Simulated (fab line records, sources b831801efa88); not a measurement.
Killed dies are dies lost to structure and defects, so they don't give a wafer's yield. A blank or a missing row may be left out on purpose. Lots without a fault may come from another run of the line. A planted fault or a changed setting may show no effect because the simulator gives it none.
Problem report in the 8D (eight disciplines) form, filled by code | flow gf180mcu | the parts of the form that need people (team, actions taken, sign-off) are left out

1. THE PROBLEM
CONTACT_W_RS at GF_CONTACT_RS_MEAS_25 reads a mean of 0.270 ohm/sq on 3 wafers of 3 lots; wafers without a fault read 0.379 ohm/sq with a standard deviation of 0.0092. That is -12 standard deviations from the usual mean.
The step: measures by four-point-probe.
First seen on wafer L269.2, day 20 05:47, on film_metro-01. The record holds 33 wafers of 12 lots with a number at this step. Rule for "out", or "out of limits": more than 4 standard deviations from the usual mean. The other wafers with a number count as sound.

2. WHAT IT IS AND WHAT IT IS NOT
question                    | is                           | is not
which readings at this step | CONTACT_W_RS                 | -
which lots                  | L269, L270, L271             | L258, L259, L261, L262, L264, L278, L279, L280, L281
which wafers of those lots  | L269.2, L270.2, L271.2       | L269.1, L270.1, L271.1
read on which gauges        | film_metro-01, film_metro-02 | film_metro-04
when                        | from day 20 05:47            | up to then (16 sound wafers); but 14 sound wafers of L270, L271, L278, L279, L280, L281 came after

3. SUSPECTS, AND WHAT RULES EACH OUT
Counting: a tool at a process step up to the reading stays a suspect if it ran every lot that is out. Sound lots after the first of them don't rule it out here, since some wafers of a struck lot are sound.
- the gauge at GF_CONTACT_RS_MEAS_25: ruled out. The wafers that are out were read on 2 gauges (film_metro-01, film_metro-02).
- cvd_w-02 at GF_CONTACT_CVD_24 (deposits W, target thk 300 nm, time 90.339 s): kept. It ran every lot that is out, first L269 (day 20 05:41); its last sound lot up to then is L262 (day 17 16:34).
Left after counting: cvd_w-02 at GF_CONTACT_CVD_24.

4. THE CAUSE (what the simulator had put in)
Process parameter drift: cvd_w-02, from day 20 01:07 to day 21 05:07, at GF_CONTACT_CVD_24. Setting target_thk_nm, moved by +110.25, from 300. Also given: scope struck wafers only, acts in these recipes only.
Counting left only this tool.

5. THE CHAIN OF EFFECTS, in route order
Each row: a reading whose mean over the struck wafers that have a number lies more than 3 standard deviations from the usual. Only readings for which the record gives a usual standard deviation are gone through. hours: the time from each lot's start at the first step in this table that gives one to its start at this step, as a median over the lots. sigmas: the change in usual standard deviations.
hours | step                   | reading            | usual        | on struck wafers | change | sigmas
0     | GF_CONTACT_RS_MEAS_25  | CONTACT_W_RS       | 0.379 ohm/sq | 0.270            | -0.109 | -12
0     | GF_CONTACT_THK_MEAS_26 | CONTACT_W_THK      | 307 nm       | 427              | +120   | +16
0     | GF_CONTACT_CMP_27      | time_to_endpoint_s | 74 s         | 105              | +31    | +9.6
The process steps in it:
- GF_CONTACT_CMP_27: polishes, stops on SiO2, t overpolish 15 s, target thk 0 nm.
Later measuring or inspecting steps at which every struck wafer that the step has a row for has a number for every such reading, and none has moved that far: GF_V1_OVL_MEAS_15.

6. WHAT WOULD HAVE CAUGHT IT SOONER
In this record the first reading out of limits at a measuring or inspecting step was taken at day 20 05:47, 5 hours after the fault began at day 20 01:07.
Of the tool readings at GF_CONTACT_CVD_24 for which the record gives a usual standard deviation, none was out on any struck wafer, so an alarm limit of 4 standard deviations on them would not have fired.
Of the lots that are out (3), L270, L271 began GF_CONTACT_CVD_24 on cvd_w-02 after day 20 05:47. A hold on the tool at that time would have spared those 2.
